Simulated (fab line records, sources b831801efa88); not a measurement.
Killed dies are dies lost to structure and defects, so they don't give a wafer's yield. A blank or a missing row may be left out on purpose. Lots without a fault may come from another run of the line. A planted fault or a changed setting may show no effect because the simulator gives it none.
Which tool did it? | flow gf180mcu | 12 lots, 36 wafers sampled, at 6 steps of a route of 602

WHAT THE GAUGES READ, wafer by wafer
GF_V4_THK_MEAS_01. Usual: V4_CVD_00_THK 597 nm, standard deviation 7.5.
lot  | measured     | on            | V4_CVD_00_THK (nm) | flag
L558 | day 24 05:35 | film_metro-01 | 1187 1193 1189     | OFF
L564 | day 26 06:53 | film_metro-01 | 1194 1202 1186     | OFF
L567 | day 27 02:09 | film_metro-02 | 1199 1202 1199     | OFF
L568 | day 27 11:15 | film_metro-01 | 599 587 591        |
L571 | day 28 18:03 | film_metro-03 | 597 609 600        |
L572 | day 28 20:05 | film_metro-02 | 608 608 594        |
L573 | day 29 00:32 | film_metro-03 | 586 591 588        |
L574 | day 29 09:17 | film_metro-03 | 588 589 580        |
L576 | day 29 19:20 | film_metro-01 | 590 595 591        |
L577 | day 30 07:44 | film_metro-03 | 594 598 591        |
L578 | day 30 08:24 | film_metro-03 | 597 606 611        |
L579 | day 30 11:32 | film_metro-03 | 602 586 596        |

GF_V4_BOW_MEAS_05. Usual: V4_BOW 134 um, standard deviation 11.
lot  | measured     | on            | V4_BOW (um) | flag
L558 | day 24 06:08 | film_metro-03 | 172 177 163 | OFF
L564 | day 26 07:28 | film_metro-03 | 164 146 150 |
L567 | day 27 02:46 | film_metro-02 | 168 173 179 | OFF
L568 | day 27 11:50 | film_metro-02 | 117 119 126 |
L571 | day 28 18:33 | film_metro-01 | 157 148 144 |
L572 | day 28 20:34 | film_metro-01 | 149 143 146 |
L573 | day 29 01:02 | film_metro-03 | 129 120 125 |
L574 | day 29 09:46 | film_metro-02 | 146 128 148 |
L576 | day 29 19:51 | film_metro-02 | 123 139 132 |
L577 | day 30 08:14 | film_metro-02 | 149 142 150 |
L578 | day 30 08:53 | film_metro-03 | 146 129 136 |
L579 | day 30 12:02 | film_metro-02 | 138 135 138 |

WHICH TOOL RAN EACH LOT (tool, then ch and the chambers of the sampled wafers, then the start)
lot  | GF_V2_ETCH_16                      | GF_V2_ETCH_17                                 | GF_M3_SPUTTER_03             | GF_V4_CVD_00
L558 | rie_diel-03 ch 1,2, day 21 01:55   | rie_diel-03 ch 1,2, day 21 03:26 or earlier   | pvd_sputter-03, day 21 03:26 | hdpcvd-01 ch 0,2, day 24 05:16
L564 | rie_diel-03 ch 1,3, day 23 07:10   | rie_diel-03 ch 1,3, day 23 08:41 or earlier   | pvd_sputter-03, day 23 08:41 | hdpcvd-01 ch 0,1, day 26 06:34
L567 | rie_diel-02 ch 0,1,3, day 24 04:13 | rie_diel-02 ch 0,1,3, day 24 05:45 or earlier | pvd_sputter-01, day 24 05:45 | hdpcvd-01 ch 0,2, day 27 01:49
L568 | rie_diel-03 ch 0,2,3, day 24 14:58 | rie_diel-03 ch 0,2,3, day 24 16:29 or earlier | pvd_sputter-04, day 24 16:29 | hdpcvd-01 ch 0,1,2, day 27 11:11
L571 | rie_diel-03 ch 0,3, day 26 00:01   | rie_diel-03 ch 0,3, day 26 01:35 or earlier   | pvd_sputter-04, day 26 01:35 | hdpcvd-02 ch 0,1,2, day 28 17:58
L572 | rie_diel-02 ch 0,2,3, day 26 01:34 | rie_diel-02 ch 0,2,3, day 26 03:05 or earlier | pvd_sputter-03, day 26 03:05 | hdpcvd-02 ch 0,1,2, day 28 20:00
L573 | rie_diel-03 ch 0,3, day 26 07:10   | rie_diel-03 ch 0,3, day 26 08:44 or earlier   | pvd_sputter-04, day 26 08:44 | hdpcvd-01 ch 0,1, day 29 00:27
L574 | rie_diel-03 ch 0,1, day 26 17:04   | rie_diel-03 ch 0,1, day 26 18:37 or earlier   | pvd_sputter-03, day 26 18:37 | hdpcvd-01 ch 1,2, day 29 09:13
L576 | rie_diel-02 ch 0,1, day 27 04:16   | rie_diel-02 ch 0,1, day 27 05:47 or earlier   | pvd_sputter-04, day 27 05:47 | hdpcvd-01 ch 0,1,2, day 29 19:16
L577 | rie_diel-04 ch 0,2, day 27 16:19   | rie_diel-04 ch 0,2, day 27 17:56 or earlier   | pvd_sputter-03, day 27 17:56 | hdpcvd-01 ch 0,1, day 30 07:40
L578 | rie_diel-04 ch 0,1,2, day 27 17:55 | rie_diel-04 ch 0,1,2, day 27 19:26 or earlier | pvd_sputter-03, day 27 19:26 | hdpcvd-02 ch 0,1,2, day 30 08:20
L579 | rie_diel-02 ch 0,2,3, day 27 21:16 | rie_diel-02 ch 0,2,3, day 27 22:50 or earlier | pvd_sputter-03, day 27 22:50 | hdpcvd-02 ch 0,1, day 30 11:28
- GF_V2_ETCH_16: etches BARC in N2/H2.
- GF_V2_ETCH_17: etches SiO2 in C4F8/O2/Ar, stops on TiN, target depth 630 nm.
- GF_M3_SPUTTER_03: material Ti, target thk 10 nm, time 6.7 s.
- GF_V4_CVD_00: deposits SiO2, target thk 600 nm, time 100 s.

WHAT THE TOOLS THEMSELVES READ (means of the sampled wafers that have a number; where no wafer has one, the mark that the record gives instead)
GF_V2_ETCH_16. Usual: drypump_motor_current_A 5.7 A, standard deviation 0.54; oes_product_au 0.855 a.u., standard deviation 0.0045; throttle_valve_pct 13.225 %, standard deviation 0.0095.
lot  | tool        | drypump_motor_current_A (A) | oes_product_au (a.u.) | throttle_valve_pct (%) | flag
L558 | rie_diel-03 | 5.6                         | 0.853                 | 13.224                 |
L564 | rie_diel-03 | 5.3                         | 0.852                 | 13.227                 |
L567 | rie_diel-02 | 5.9                         | 0.851                 | 13.228                 |
L568 | rie_diel-03 | 5.6                         | 0.855                 | 13.219                 |
L571 | rie_diel-03 | 5.3                         | 0.847                 | 13.220                 |
L572 | rie_diel-02 | 5.6                         | 0.852                 | 13.240                 |
L573 | rie_diel-03 | 5.8                         | 0.855                 | 13.214                 |
L574 | rie_diel-03 | 5.8                         | 0.859                 | 13.225                 |
L576 | rie_diel-02 | 5.7                         | 0.858                 | 13.223                 |
L577 | rie_diel-04 | 5.7                         | 0.858                 | 13.228                 |
L578 | rie_diel-04 | 6.0                         | 0.857                 | 13.234                 |
L579 | rie_diel-02 | 5.6                         | 0.854                 | 13.236                 |

GF_V2_ETCH_17. Usual: oes_product_au 0.856 a.u., standard deviation 0.005.
lot  | tool        | oes_product_au (a.u.) | flag
L558 | rie_diel-03 | 0.858                 |
L564 | rie_diel-03 | 0.855                 |
L567 | rie_diel-02 | 0.859                 |
L568 | rie_diel-03 | 0.855                 |
L571 | rie_diel-03 | 0.857                 |
L572 | rie_diel-02 | 0.857                 |
L573 | rie_diel-03 | 0.853                 |
L574 | rie_diel-03 | 0.855                 |
L576 | rie_diel-02 | 0.854                 |
L577 | rie_diel-04 | 0.856                 |
L578 | rie_diel-04 | 0.854                 |
L579 | rie_diel-02 | 0.850                 |

GF_M3_SPUTTER_03. Usual: cathode_dc_power_W 3000.0 W, standard deviation 0.51; throttle_valve_pct 30.3 %, standard deviation 1.2.
lot  | tool           | cathode_dc_power_W (W) | throttle_valve_pct (%) | flag
L558 | pvd_sputter-03 | 2999.8                 | 30.3                   |
L564 | pvd_sputter-03 | 3000.1                 | 30.7                   |
L567 | pvd_sputter-01 | 3000.1                 | 28.8                   |
L568 | pvd_sputter-04 | 2999.8                 | 30.1                   |
L571 | pvd_sputter-04 | 3000.0                 | 30.5                   |
L572 | pvd_sputter-03 | 2999.5                 | 31.1                   |
L573 | pvd_sputter-04 | 3000.1                 | 30.0                   |
L574 | pvd_sputter-03 | 2999.7                 | 29.8                   |
L576 | pvd_sputter-04 | 3000.0                 | 31.0                   |
L577 | pvd_sputter-03 | 2999.8                 | 31.1                   |
L578 | pvd_sputter-03 | 2999.7                 | 30.7                   |
L579 | pvd_sputter-03 | 3000.0                 | 30.9                   |

THE ANSWER, worked out from the rows above alone
Rule: a lot is off if the mean of its wafers that have a number lies more than 3 standard deviations from the usual mean. A lot without any number at a reading at which 4 lots or more have one is off too. The other lots that the step has rows for count as sound. The gauges are gone through in route order, then the tools' own readings, and for those a lot's mean is taken as printed above. The first step at which some lot is off is used, and at that step the reading that is off furthest; a lot without a number counts as furthest.
Off: L558, L564, L567, at GF_V4_THK_MEAS_01 (V4_CVD_00_THK).
A tool fits if, at a process step before that reading, it ran every lot that is off, and no sound lot after the first of them. The gauges at GF_V4_THK_MEAS_01 are tried like those tools. GF_V2_ETCH_17 gives no start for some lots, so the hours and the order of its lots are those of GF_M3_SPUTTER_03. None of those tried fits.

WHAT THE SIMULATOR HAD PUT IN
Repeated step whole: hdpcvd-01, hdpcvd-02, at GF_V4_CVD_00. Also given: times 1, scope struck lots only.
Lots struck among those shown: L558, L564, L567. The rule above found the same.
